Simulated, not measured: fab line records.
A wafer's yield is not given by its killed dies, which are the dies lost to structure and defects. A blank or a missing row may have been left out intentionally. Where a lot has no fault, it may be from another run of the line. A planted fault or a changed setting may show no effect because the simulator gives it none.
Matching of chambers ; flow sky130 ; SKY_VIA4_CMP_21 on cmp-01 has 4 sister chambers
The step polishes, stops on SiO2, t overpolish 25 s, target thk 0 nm. 4 wafers are shown with their chamber, then 8 later ones without.

== EACH WAFER AND ITS CHAMBER ==
wafer;chamber;motor_current_A (A)
L972.5;0;10.6
L973.1;1;11.0
L973.6;2;13.1
L974.1;3;12.8

== WAFERS WITHOUT THEIR CHAMBER ==
wafer;motor_current_A (A)
L974.4;11.3
L974.5;11.7
L980.1;10.5
L980.2;13.9
L980.3;10.5
L986.2;13.3
L986.3;12.2
L986.6;13.5

== WHICH CHAMBER EACH WENT THROUGH ==
wafer;from the rows above;in truth
L974.4;can't be placed: 1 or 0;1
L974.5;can't be placed: 1 or 0 or 3 or 2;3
L980.1;can't be placed: 0 or 1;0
L980.2;can't be placed: 2 or 3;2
L980.3;can't be placed: 0 or 1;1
L986.2;can't be placed: 2 or 3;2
L986.3;can't be placed: 3 or 2 or 1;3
L986.6;can't be placed: 2 or 3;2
Correct placement for 0 of the 8. From these rows, 8 cannot be placed; in 8 the true chamber is one of the candidates. 0 placed wrongly.
How it was worked out, from the rows above alone: a wafer's distance from a chamber is the root of the sum, over the readings, of the square of ((its reading less the chamber's mean) divided by the reading's scatter). If the next closest chamber is less than 2 further off than the closest, the wafer can't be placed; otherwise it belongs to the closest. For every chamber, the mean is computed from those of its wafers that are shown. The scatter (one wafer shown for each chamber): square how far every hidden wafer sits from the nearest shown wafer, average those squares and take the square root.
